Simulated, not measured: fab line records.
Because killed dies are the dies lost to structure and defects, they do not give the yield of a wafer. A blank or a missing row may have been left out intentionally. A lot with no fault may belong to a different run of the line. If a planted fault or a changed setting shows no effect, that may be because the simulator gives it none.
fab line records -- flow sky130
record: lots: 11, wafers: 31, last-day: 51
route steps=708 shown GATE_OXIDE@201 POLY_CUT@318 RES_XHIGH@360 METAL1@436 PAD_OPEN@708
lots with no fault: from the same line, run without faults
start-h: start of the lot's first displayed wafer, in hours after the record's first day -- wait-h: hours from the lot's prior step to this one -- " identical to the entry in the row above -- L1.1+2: one row covering several wafers at once -- - value missing, or start not given -- * or withheld: withheld -- < > ~ a bound
route shown NAME@n: a module of which the file shows steps, and the number in the route of the first -- usual: mean/standard deviation taken from wafers without a fault -- same: alike in all rows -- chamber/n: place in a boat -- sites: each site's reading -- _std_site: the values' standard deviation -- _edge_site: mean of outer sites minus mean of inner sites -- radius-mm: how far each site lies from the wafer's centre -- mask NAME#n: copy n -- behind: the most recent tool/chamber to have shaped the wafer -- hold: why the lot was held/for how many hours/how that ended -- device: whichever transistor did not switch (one of n, p or np) -- end of line: the tests these same wafers got at the end of their route -- for a step that has no rows: nothing shown but its recipe -- killed: dies that structure and defects cost at the first sort, which is not the same as the wafer's yield -- map: the dies of a wafer, with x for killed, . for not killed, _ for no die there
set.NAME: the run value of the setting; set.NAME@STEP: its run value at that earlier step -- model.NAME: the simulator's own value behind a step, which no gauge read
one table for each step of the route and one row for each wafer, over a sample of lots
services: the hour from which a tool's chamber was out of use, counted from the record's first day as start-h (under 0 if before that day), plus the number of hours and why
== steps ==
step: SKY_GATE_OXIDE_TW_MEAS_14
usual: GATE_OXIDE_TW: 223.0/2.3
lot.wafer,tool,chamber,start-h,wait-h,GATE_OXIDE_TW
L466.1,film-metro-03,-,345.37,0.1,225.7
L466.4,film-metro-03,-,345.37,0.1,225.6
L466.6,film-metro-03,-,345.37,0.1,225.2
L471.2,film-metro-01,-,373.68,0.1,219.7
L471.4,film-metro-01,-,373.68,0.1,218.8
L471.5,film-metro-01,-,373.68,0.1,218.9
L472.1,film-metro-03,-,377.81,0.1,225.2
L472.2,film-metro-03,-,377.81,0.1,226.2
L472.3,film-metro-03,-,377.81,0.1,224.6
L473.2,film-metro-02,-,395.18,0.1,222.9
L473.5,film-metro-02,-,395.18,0.1,223.2
L473.6,film-metro-02,-,395.18,0.1,222.8
L474.2,film-metro-03,-,401.83,0.1,226.5
L474.4,film-metro-03,-,401.83,0.1,225.8
L474.6,film-metro-03,-,401.83,0.1,226.8
L478.3,film-metro-03,-,433.99,0.1,226.6
L478.4,film-metro-03,-,433.99,0.1,225.6
L478.6,film-metro-03,-,433.99,0.1,226.4
L477.1,film-metro-02,-,434.27,0.1,223.6
L477.4,film-metro-02,-,434.27,0.1,223.6
L477.5,film-metro-02,-,434.27,0.1,222.9
L480.1,film-metro-03,-,456.93,0.1,226.5
L480.2,film-metro-03,-,456.93,0.1,225.3
L480.5,film-metro-03,-,456.93,0.1,226.0
L482.1,film-metro-01,-,465.18,0.1,220.1
L486.1,film-metro-02,-,499.46,0.1,221.7
L486.4,film-metro-02,-,499.46,0.1,222.9
L486.5,film-metro-02,-,499.46,0.1,223.0
L488.1,film-metro-02,-,518.95,0.1,221.5
L488.3,film-metro-02,-,518.95,0.1,222.3
L488.4,film-metro-02,-,518.95,0.1,222.2
step: SKY_POLY_CUT_ETCH_11
recipe: target: Si3N4, chemistry: CF4/CH2F2/Ar, stop-on: poly-Si, source-w: 600, bias-w: 150, pressure-mtorr: 40, cf4-flow-sccm: 40, ch2f2-flow-sccm: 20, Ar_flow_sccm: 150, time-s: 42.5, target-depth-a: 600
usual: cf4-flow-sccm: 39.99/0.13, chamber-pressure-mTorr: 40.00/0.034, drypump-motor-current-A: 5.8/0.5, oes-product-au: 0.827/0.0066, rf-fwd-power-W: 593.2/2.2, throttle-valve-pct: 14.996/0.0094
lot.wafer,tool,chamber,start-h,wait-h,cf4-flow-sccm,chamber-pressure-mTorr,drypump-motor-current-A,oes-product-au,rf-fwd-power-W,rf-hours-counter-h,throttle-valve-pct
L466.1,rie-diel-02,3,603.11,0.0,40.05,40.03,6.0,0.836,594.3,3,15.008
L466.4,rie-diel-02,1,603.11,0.0,39.83,40.01,5.5,0.825,590.3,50,14.985
L466.6,rie-diel-02,2,603.11,0.0,40.02,39.92,6.2,0.836,594.7,-,14.999
L472.1,rie-diel-01,3,630.68,0.0,40.03,39.96,5.6,0.824,594.9,8,15.001
L472.2,rie-diel-01,0,630.68,0.0,39.88,39.98,6.7,0.818,593.0,50,14.991
L472.3,rie-diel-01,2,630.68,0.0,39.88,39.98,5.9,0.831,591.3,6,14.994
L471.2,rie-diel-02,3,632.51,0.0,39.96,39.99,6.0,0.833,592.6,4,14.987
L471.4,rie-diel-02,1,632.51,0.0,40.10,39.95,5.5,0.829,591.4,51,14.991
L471.5,rie-diel-02,3,632.51,0.0,39.97,40.05,6.0,0.823,592.8,-,14.992
L473.2,rie-diel-02,3,652.88,0.0,40.15,40.00,6.0,0.835,593.3,5,14.991
L473.5,rie-diel-02,1,652.88,0.0,39.88,39.99,5.5,0.823,594.1,-,14.999
L473.6,rie-diel-02,2,652.88,0.0,40.00,39.98,6.2,0.828,595.5,-,14.991
L474.2,rie-diel-01,3,655.96,0.0,40.01,40.00,5.6,0.827,593.1,9,14.988
L474.4,rie-diel-01,2,655.96,0.0,40.04,40.02,5.9,0.822,593.5,7,14.978
L474.6,rie-diel-01,0,655.96,0.0,39.89,40.02,6.7,0.823,593.6,-,14.983
L478.3,rie-diel-01,3,684.06,0.0,40.26,39.98,5.6,0.819,592.1,10,14.995
L478.4,rie-diel-01,1,684.06,0.0,39.77,40.02,5.5,0.830,594.1,3,15.003
L478.6,rie-diel-01,3,684.06,0.0,40.19,40.03,5.6,0.834,590.9,-,14.988
L477.1,rie-diel-04,2,687.38,0.0,40.04,40.05,6.2,0.819,587.1,7,15.005
L477.4,rie-diel-04,1,687.38,0.0,39.92,40.00,4.9,0.818,590.5,9,14.990
L477.5,rie-diel-04,0,687.38,0.0,40.08,39.96,5.7,0.824,596.4,-,14.989
L480.1,rie-diel-04,3,705.13,0.0,39.85,39.98,4.7,0.826,593.3,22,14.994
L480.2,rie-diel-04,0,705.13,0.0,40.05,40.01,5.7,0.826,593.3,10,14.993
L480.5,rie-diel-04,1,705.13,0.0,39.90,39.99,4.9,0.825,592.9,-,14.998
L482.1,rie-diel-01,1,712.41,0.0,39.83,39.98,5.5,0.816,595.7,4,15.015
L486.1,rie-diel-02,3,744.87,0.0,40.04,40.01,6.0,0.824,591.1,7,14.991
L486.4,rie-diel-02,2,744.87,0.0,40.19,39.99,6.2,0.828,593.0,20,14.998
L486.5,rie-diel-02,2,744.87,0.0,40.18,40.04,6.2,0.824,591.9,-,14.993
L488.1,rie-diel-01,1,762.13,0.0,39.91,39.95,5.5,0.832,594.7,6,15.005
L488.3,rie-diel-01,2,762.13,0.0,40.08,39.97,5.9,0.824,592.5,10,15.007
L488.4,rie-diel-01,3,762.13,0.0,39.83,39.97,5.6,0.826,593.8,12,15.010
step: SKY_SD_N_RS_MEAS_18
recipe: thk-meas-gauge: four-point-probe
usual: RES_XHIGH_RS: 333.1/1.6
lot.wafer,tool,chamber,start-h,wait-h,RES_XHIGH_RS[ohm/sq]
L466.1,film-metro-01,-,691.72,0.1,333.8
L466.4,film-metro-01,-,691.72,0.1,331.5
L466.6,film-metro-01,-,691.72,0.1,333.8
L472.1,film-metro-02,-,718.89,0.1,335.9
L472.2,film-metro-02,-,718.89,0.1,333.4
L472.3,film-metro-02,-,718.89,0.1,334.9
L471.2,film-metro-01,-,719.81,0.1,331.3
L471.4,film-metro-01,-,719.81,0.1,332.7
L471.5,film-metro-01,-,719.81,0.1,331.5
L473.2,film-metro-04,-,739.23,0.1,331.4
L473.5,film-metro-04,-,739.23,0.1,332.7
L473.6,film-metro-04,-,739.23,0.1,332.7
L474.2,film-metro-04,-,742.41,0.1,331.7
L474.4,film-metro-04,-,742.41,0.1,332.6
L474.6,film-metro-04,-,742.41,0.1,331.8
L478.3,film-metro-02,-,768.78,0.1,335.1
L478.4,film-metro-02,-,768.78,0.1,334.5
L478.6,film-metro-02,-,768.78,0.1,334.2
L477.1,film-metro-04,-,772.90,0.1,334.0
L477.4,film-metro-04,-,772.90,0.1,333.3
L477.5,film-metro-04,-,772.90,0.1,332.0
L480.1,film-metro-01,-,790.76,0.1,332.8
L480.2,film-metro-01,-,790.76,0.1,332.3
L480.5,film-metro-01,-,790.76,0.1,332.7
L482.1,film-metro-01,-,794.81,0.1,332.8
L486.1,film-metro-01,-,828.09,0.1,334.8
L486.4,film-metro-01,-,828.09,0.1,334.5
L486.5,film-metro-01,-,828.09,0.1,336.1
L488.1,film-metro-01,-,844.97,0.1,336.7
L488.3,film-metro-01,-,844.97,0.1,334.8
L488.4,film-metro-01,-,844.97,0.1,335.2
step: SKY_METAL1_SPUTTER_02
recipe: material: AlCu, target-thk-nm: 250, power-w: 10600, time-s: 13.3, chamber-pressure-pa: 0.4
usual: cathode-dc-power-W: 10600/1.8, throttle-valve-pct: 30.1/1
lot.wafer,tool,chamber,start-h,wait-h,cathode-dc-power-W,throttle-valve-pct
L466.1,pvd-sputter-01,-,780.94,0.0,10600,31.1
L466.4,pvd-sputter-01,-,780.94,0.0,10599,31.1
L466.6,pvd-sputter-01,-,780.94,0.0,10599,29.5
L472.1,pvd-sputter-03,-,807.83,0.0,10598,29.8
L472.2,pvd-sputter-03,-,807.83,0.0,10599,29.8
L472.3,pvd-sputter-03,-,807.83,0.0,10598,28.6
L471.2,pvd-sputter-02,-,808.81,0.0,10600,28.3
L471.4,pvd-sputter-02,-,808.81,0.0,10601,31.6
L471.5,pvd-sputter-02,-,808.81,0.0,10599,29.8
L473.2,pvd-sputter-01,-,825.91,0.0,10599,30.9
L473.5,pvd-sputter-01,-,825.91,0.0,10602,31.3
L473.6,pvd-sputter-01,-,825.91,0.0,10601,31.2
L474.2,pvd-sputter-03,-,829.96,0.0,10600,29.6
L474.4,pvd-sputter-03,-,829.96,0.0,10599,29.8
L474.6,pvd-sputter-03,-,829.96,0.0,10598,29.9
L478.3,pvd-sputter-02,-,857.04,0.0,10599,31.5
L478.4,pvd-sputter-02,-,857.04,0.0,10602,28.5
L478.6,pvd-sputter-02,-,857.04,0.0,10603,31.3
L477.1,pvd-sputter-02,-,860.39,0.0,10602,31.6
L477.4,pvd-sputter-02,-,860.39,0.0,10599,28.4
L477.5,pvd-sputter-02,-,860.39,0.0,10599,28.6
L480.1,pvd-sputter-01,-,876.67,0.0,10603,31.0
L480.2,pvd-sputter-01,-,876.67,0.0,10601,31.3
L480.5,pvd-sputter-01,-,876.67,0.0,10603,31.1
L482.1,pvd-sputter-02,-,880.31,0.0,10602,28.3
L486.1,pvd-sputter-01,-,911.99,0.0,10598,29.7
L486.4,pvd-sputter-01,-,911.99,0.0,10599,31.2
L486.5,pvd-sputter-01,-,911.99,0.0,10602,31.1
L488.1,pvd-sputter-03,-,928.50,0.0,10598,29.8
L488.3,pvd-sputter-03,-,928.50,0.0,10600,29.5
L488.4,pvd-sputter-03,-,928.50,0.0,10599,29.0
step: SKY_METAL1_RS_MEAS_05
recipe: thk-meas-gauge: four-point-probe, reads: TiN_of_METAL1_SPUTTER_04+Ti_of_METAL1_SPUTTER_03+AlCu_of_METAL1_SPUTTER_02+TiN_of_METAL1_SPUTTER_01+Ti_of_METAL1_SPUTTER_00
usual: METAL1_ALCU_RS: 0.1275/0.0021
lot.wafer,tool,chamber,start-h,wait-h,METAL1_ALCU_RS[ohm/sq]
L466.1,film-metro-03,-,781.03,0.0,0.1280
L466.4,film-metro-03,-,781.03,0.0,0.1276
L466.6,film-metro-03,-,781.03,0.0,0.1242
L472.1,film-metro-02,-,807.92,0.0,0.1274
L472.2,film-metro-02,-,807.92,0.0,0.1290
L472.3,film-metro-02,-,807.92,0.0,0.1275
L471.2,film-metro-01,-,808.92,0.0,0.1261
L471.4,film-metro-01,-,808.92,0.0,0.1268
L471.5,film-metro-01,-,808.92,0.0,0.1279
L473.2,film-metro-03,-,826.02,0.0,0.1269
L473.5,film-metro-03,-,826.02,0.0,0.1271
L473.6,film-metro-03,-,826.02,0.0,0.1257
L474.2,film-metro-01,-,830.07,0.0,0.1271
L474.4,film-metro-01,-,830.07,0.0,0.1269
L474.6,film-metro-01,-,830.07,0.0,0.1267
L478.3,film-metro-02,-,857.17,0.1,0.1278
L478.4,film-metro-02,-,857.17,0.1,0.1277
L478.6,film-metro-02,-,857.17,0.1,0.1316
L477.1,film-metro-01,-,860.48,0.0,0.1277
L477.4,film-metro-01,-,860.48,0.0,0.1275
L477.5,film-metro-01,-,860.48,0.0,0.1269
L480.1,film-metro-03,-,876.76,0.0,0.1293
L480.2,film-metro-03,-,876.76,0.0,0.1295
L480.5,film-metro-03,-,876.76,0.0,0.1297
L482.1,film-metro-03,-,880.40,0.0,0.1386
L486.1,film-metro-02,-,912.09,0.0,0.1219
L486.4,film-metro-02,-,912.09,0.0,0.1255
L486.5,film-metro-02,-,912.09,0.0,0.1263
L488.1,film-metro-03,-,928.59,0.0,0.1274
L488.3,film-metro-03,-,928.59,0.0,0.1291
L488.4,film-metro-03,-,928.59,0.0,0.1282
step: SKY_METAL1_THK_MEAS_06
recipe: thk-meas-gauge: xrf, reads: AlCu_of_METAL1_SPUTTER_02
usual: METAL1_ALCU_THK: 250/4.1
lot.wafer,tool,chamber,start-h,wait-h,METAL1_ALCU_THK[nm]
L466.1,film-metro-03,-,781.15,0.1,252
L466.4,film-metro-03,-,781.15,0.1,250
L466.6,film-metro-03,-,781.15,0.1,256
L472.1,film-metro-02,-,808.04,0.1,250
L472.2,film-metro-02,-,808.04,0.1,246
L472.3,film-metro-02,-,808.04,0.1,249
L471.2,film-metro-01,-,809.03,0.1,253
L471.4,film-metro-01,-,809.03,0.1,248
L471.5,film-metro-01,-,809.03,0.1,248
L473.2,film-metro-03,-,826.13,0.1,251
L473.5,film-metro-03,-,826.13,0.1,252
L473.6,film-metro-03,-,826.13,0.1,255
L474.2,film-metro-01,-,830.18,0.1,251
L474.4,film-metro-01,-,830.18,0.1,251
L474.6,film-metro-01,-,830.18,0.1,251
L478.3,film-metro-02,-,857.27,0.1,248
L478.4,film-metro-02,-,857.27,0.1,248
L478.6,film-metro-02,-,857.27,0.1,243
L477.1,film-metro-01,-,860.60,0.1,250
L477.4,film-metro-01,-,860.60,0.1,251
L477.5,film-metro-01,-,860.60,0.1,248
L480.1,film-metro-03,-,876.88,0.1,247
L480.2,film-metro-03,-,876.88,0.1,247
L480.5,film-metro-03,-,876.88,0.1,246
L482.1,film-metro-03,-,880.52,0.1,230
L486.1,film-metro-02,-,912.21,0.1,261
L486.4,film-metro-02,-,912.21,0.1,253
L486.5,film-metro-02,-,912.21,0.1,252
L488.1,film-metro-03,-,928.71,0.1,250
L488.3,film-metro-03,-,928.71,0.1,247
L488.4,film-metro-03,-,928.71,0.1,249
step: SKY_PAD_OPEN_PROBE_99
usual: killed_at_M0_to_M3: 43/6.8, killed_at_M4_up: 3.2/2, killed-at-contacts: 24/5.3, killed-at-front-end: 16/4.4, killed-at-other: 0.3/0.54, killed-dies: 86/9.4, killed-open: 48/6.6, killed-short: 38/6.5
same: gross-dies: 492, killed-at-back-side: 0
lot.wafer,tool,chamber,start-h,wait-h,killed_at_M0_to_M3,killed_at_M4_up,killed-at-contacts,killed-at-front-end,killed-at-other,killed-dies,killed-open,killed-short
L482.1,prober-02,-,1189.91,0.1,37,6,30,12,1,86,41,43
killed by level:class
L482.1 VIA1:geometric-particle:short=9 CONTACT:geometric-particle:open=9 LOCAL_INTERCONNECT:geometric-particle:short=7 METAL2:geometric-particle:short=6 CONTACT:geometric-particle:short=6 VIA1:geometric-particle:open=6 POLY_GATE:geometric-particle:open=5 LI_CONTACT:geometric-particle:open=5
== services ==
tool,chamber,start-h,hours,kind
rie-diel-01,0,579.20,3.9,repair
pvd-sputter-03,-,584.15,32.9,repair
rie-diel-01,2,595.02,1.2,repair
rie-diel-04,1,597.58,9.6,repair
rie-diel-01,0,606.57,5.9,repair
pvd-sputter-01,-,689.78,0.5,repair
rie-diel-02,1,692.54,13.6,repair
rie-diel-02,3,697.93,4.0,repair
rie-diel-02,0,709.53,2.7,repair
rie-diel-01,3,731.79,11.8,repair
pvd-sputter-03,-,754.15,9.5,repair
pvd-sputter-01,-,765.03,9.7,repair
pvd-sputter-03,-,767.52,0.8,repair
pvd-sputter-01,-,773.39,1.7,repair
rie-diel-02,1,788.97,10.5,repair
rie-diel-02,2,790.79,3.5,repair
rie-diel-01,3,806.13,13.1,repair
rie-diel-01,3,830.65,5.8,repair
rie-diel-01,2,864.89,8.4,repair
rie-diel-01,3,872.91,1.2,repair
pvd-sputter-02,-,887.03,0.6,repair
rie-diel-01,-,900.33,1.5,repair
pvd-sputter-03,-,911.46,1.9,repair
rie-diel-01,3,920.05,29.3,repair
== key ==
first-sign: step: SKY_METAL1_RS_MEAS_05, reading: METAL1_ALCU_RS, direction: up, sigmas: 5.4, usual: 0.1275, struck: 0.1386
effect: step: SKY_METAL1_THK_MEAS_06, reading: METAL1_ALCU_THK, direction: down, sigmas: 4.8, usual: 250, struck: 230
met-at SKY_METAL1_SPUTTER_02
struck-lots L482
struck-wafers L482.1
tester-left-out L482
not-acting-at SKY_GATE_OXIDE_TW_MEAS_14,SKY_POLY_CUT_ETCH_11,SKY_SD_N_RS_MEAS_18
onset-between 860.39 880.31
earlier-fault: kind: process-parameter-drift, tool: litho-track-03, chamber: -, onset-h: 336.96, steps: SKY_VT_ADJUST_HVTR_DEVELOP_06, channel: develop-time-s, offset: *, shape: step, end-h: 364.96, acts-in: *, stated: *
fault: kind: process-parameter-drift, tool: pvd-sputter-02, chamber: -, onset-h: 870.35, steps: SKY_METAL1_SPUTTER_02, channel: time-s, offset: *, shape: step, acts-in: *, stated: *, scope: struck-wafers-only
tester-left-out: of these lots the tester's yield and bins aren't shown, on N5 and GAA mostly nor the transistor test; their killed dies are dies lost to structure and defects alone, not to doping, threshold or leakage, so they don't give the yield
